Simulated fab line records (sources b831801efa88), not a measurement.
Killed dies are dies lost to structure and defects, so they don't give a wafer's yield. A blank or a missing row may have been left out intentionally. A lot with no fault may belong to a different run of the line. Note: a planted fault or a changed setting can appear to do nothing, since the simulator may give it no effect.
The same fault as seen by 2 desks / flow sfqLine / every desk sees just its own numbers, and what lay behind them comes last

DESK OF THE TOOL OWNER: krfScanner-01
The tool's own readings at SFQ_TRILAYER_M4_LITHO_EXPOSE_094 (exposes mask M4, target cd 500 nm): means of the sampled wafers that have a number, for each lot that ran on this tool. Marked OUT: a lot whose mean sits more than 4 standard deviations from the usual mean, which makes it out of limits; the brackets give that distance.
Columns: A = exposureDoseMJCm2 at SFQ_TRILAYER_M4_LITHO_EXPOSE_094, usual 14.401; B = focusOffsetNm at SFQ_TRILAYER_M4_LITHO_EXPOSE_094, usual 0.0 nm
lot=L702; first seen here=day 46 00:53; A=14.392; B=-0.6
lot=L703; first seen here=day 46 02:41; A=14.398; B=-0.3
lot=L704; first seen here=day 46 04:36; A=14.404; B=-0.4
lot=L706; first seen here=day 46 19:17; A=14.415; B=-0.5
lot=L713; first seen here=day 49 20:00; A=14.385; B=0.0
lot=L714; first seen here=day 49 22:24; A=14.407; B=0.6
lot=L715; first seen here=day 50 08:35; A=14.394; B=0.1
lot=L717; first seen here=day 50 23:11; A=14.409; B=-0.0
lot=L719; first seen here=day 51 09:35; A=14.419; B=-0.1
lot=L721; first seen here=day 51 19:14; A=14.411; B=-0.4
lot=L722; first seen here=day 52 18:54; A=14.389; B=0.1
lot=L723; first seen here=day 52 20:26; A=14.407; B=-0.0
Result from this desk: across the 12 lots, nothing is out of limits.

METROLOGY DESK
Lot by lot, what the gauges showed, no matter which tool ran the lot: averages of those sampled wafers that carry a number. Marked OUT: a lot whose mean sits more than 4 standard deviations from the usual mean, which makes it out of limits; the brackets give that distance.
Columns: A = M3_NB_RS at SFQ_M3_RS_MEAS_919, usual 0.887 ohm/sq; B = I3_OVL at SFQ_I3_OVL_MEAS_923, usual 2 nm
lot=L702; first seen here=day 39 15:50; A=0.903; B=5
lot=L703; first seen here=day 39 18:19; A=0.877; B=1
lot=L704; first seen here=day 39 19:26; A=0.900; B=-2
lot=L706; first seen here=day 40 03:53; A=0.885; B=4
lot=L711; first seen here=day 42 05:03; A=0.887; B=-3
lot=L712; first seen here=day 42 09:52; A=0.897; B=-3
lot=L713; first seen here=day 43 02:38; A=0.881; B=9
lot=L714; first seen here=day 43 05:14; A=0.880; B=4
lot=L715; first seen here=day 44 00:27; A=0.869; B=6
lot=L717; first seen here=day 44 14:38; A=0.884; B=3
lot=L719; first seen here=day 44 20:39; A=0.885; B=-4
lot=L721; first seen here=day 45 16:53; A=0.872; B=1
lot=L722; first seen here=day 46 18:17; A=0.894; B=6
lot=L723; first seen here=day 47 01:18; A=0.895; B=6
Result from this desk: across the 14 lots, nothing is out of limits.

BROUGHT TOGETHER
The desk of the tool owner found nothing out of limits.
From the metrology desk's view, nothing was out of limits.

WHAT THE SIMULATOR PUT IN
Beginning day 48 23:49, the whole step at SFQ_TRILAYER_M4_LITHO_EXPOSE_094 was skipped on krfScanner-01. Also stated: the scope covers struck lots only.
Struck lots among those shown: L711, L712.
